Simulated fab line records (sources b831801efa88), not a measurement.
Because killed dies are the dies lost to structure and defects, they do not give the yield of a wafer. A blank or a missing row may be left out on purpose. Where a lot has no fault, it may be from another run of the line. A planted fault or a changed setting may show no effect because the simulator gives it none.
Comparing a struck lot with a sound one ; flow sky130 ; 25 steps out of a route of 708
Sound: wafers L629.2, L629.5, L629.6. Struck: wafers L633.1, L633.4, L633.5. At the end, the cause is stated.
Per side, at each step with rows, come the tool, then ch with its chambers, and then its first start. Under that, the readings that differ: sound wafers ; struck wafers ; difference of the means ; sigmas: that difference in standard deviations of wafers without a fault.
alike: words and numbers the same on both sides, and readings whose means are apart by under 2 such deviations; not compared: readings that were withheld, readings missing a value for some wafer, numbers with overlapping values and no deviation given by the record, and bounds like >300 which may hide the same value.
A row with sigmas, a row that says differs or no value, or rows on one side alone: a step with any of these is where the two part. When numbers do not overlap yet have no deviation, they are printed without sigmas and do not part them. A reading that every wafer of one side lacks parts them only if that side has two wafers or more.

SKY_POLY_CUT_ETCH_11: etches Si3N4 in CF4/CH2F2/Ar, stops on poly-Si, time 42.5 s, target depth 60 nm.
  sound on rie_diel-02 ch 2,3, day 27 00:58; struck on rie_diel-03 ch 0,1, day 28 13:05
reading;sound;struck;difference;sigmas
oes_product_au (a.u.);0.831 0.837 0.836;0.816 0.810 0.814;-0.021;-3
  alike: bias_w, chamber_pressure_mTorr, drypump_motor_current_A, throttle_valve_pct
  not compared: rf_hours_counter_h
SKY_POLY_CUT_STRIP_12: strips in O2/N2.
  sound on plasma_asher-02 ch 0,1, day 27 01:00; struck on plasma_asher-01 ch 0,1, day 28 13:08
reading;sound;struck;difference;sigmas
oes_product_au (a.u.);0.462 0.450 0.468;0.449 0.448 0.452;-0.010;-2
  alike: chamber_pressure_mTorr, drypump_motor_current_A, strip_time_to_endpoint_s
  not compared: rf_hours_counter_h
then, 7 steps without rows for these wafers: SKY_SD_P_DEHYDRATE_00 (time 60 s); SKY_SD_P_HMDS_01 (prime time 60 s); SKY_SD_P_COAT_02 (resist thk 1140 nm); SKY_SD_P_SOFTBAKE_03 (time 60 s); SKY_SD_P_EXPOSE_04 (exposes mask PSDM, target cd 380 nm); SKY_SD_P_PEB_05; SKY_SD_P_DEVELOP_06 (develop time 60 s).
SKY_SD_P_CD_MEAS_07: target cd 380 nm.
  struck on cd_sem-01, day 29 16:39; sound on cd_sem-01, day 28 05:05
  alike: cd_nm
SKY_SD_P_OVL_MEAS_08:
  struck on overlay-02, day 29 16:46; sound on overlay-01, day 28 05:11
  alike: SD_P_OVL
after that, 1 step had no rows for these wafers: SKY_SD_P_IMPLANT_09.
SKY_SD_P_STRIP_10: strips in O2/N2.
  sound on plasma_asher-02 ch 0,1, day 28 05:22; struck on plasma_asher-02 ch 0,1, day 29 16:57
reading;sound;struck;difference;sigmas
oes_product_au (a.u.);0.627 0.621 0.624;0.786 0.785 0.786;+0.162;+35
strip_time_to_endpoint_s (s);17.51 17.48 17.49;- - -;no value on the struck wafers;
model.NOVOLAK_of_SD_P_COAT_02.thk_nm (nm);0 0 0;139.3 139.6 139.6;+139.5;
  alike: chamber_pressure_mTorr, drypump_motor_current_A
  not compared: rf_hours_counter_h
SKY_SD_P_TW_MEAS_11:
  struck on film_metro-03, day 29 17:03; sound on film_metro-03, day 28 05:28
  alike: SD_P_TW
then, 8 steps without rows for these wafers: SKY_RES_XHIGH_DEHYDRATE_00 (time 60 s); SKY_RES_XHIGH_HMDS_01 (prime time 60 s); SKY_RES_XHIGH_COAT_02 (resist thk 1140 nm); SKY_RES_XHIGH_SOFTBAKE_03 (time 60 s); SKY_RES_XHIGH_EXPOSE_04 (exposes mask URPM, target cd 1270 nm); SKY_RES_XHIGH_PEB_05; SKY_RES_XHIGH_DEVELOP_06 (develop time 60 s); SKY_RES_XHIGH_IMPLANT_07.
SKY_RES_XHIGH_STRIP_08: strips in O2/N2.
  sound on plasma_asher-03 ch 0,1, day 29 10:10; struck on plasma_asher-02 ch 0,1, day 30 21:06
reading;sound;struck;difference;sigmas
strip_time_to_endpoint_s (s);14.19 14.28 14.33;16.32 16.40 16.32;+2.08;+55
  alike: chamber_pressure_mTorr, drypump_motor_current_A, oes_product_au
  not compared: rf_hours_counter_h
SKY_RES_XHIGH_TW_MEAS_09:
  struck on film_metro-02, day 30 21:12; sound on film_metro-03, day 29 10:16
reading;sound;struck;difference;sigmas
RES_XHIGH_TW;1632 1626 1620;30 30 30;-1596;-99 or more
then, 1 step without rows for these wafers: SKY_SD_N_DEHYDRATE_00 (time 60 s).

== WHERE THEY PART ==
First at SKY_POLY_CUT_ETCH_11; last, within this record, at SKY_RES_XHIGH_TW_MEAS_09.

WHY: the cause the simulator had injected
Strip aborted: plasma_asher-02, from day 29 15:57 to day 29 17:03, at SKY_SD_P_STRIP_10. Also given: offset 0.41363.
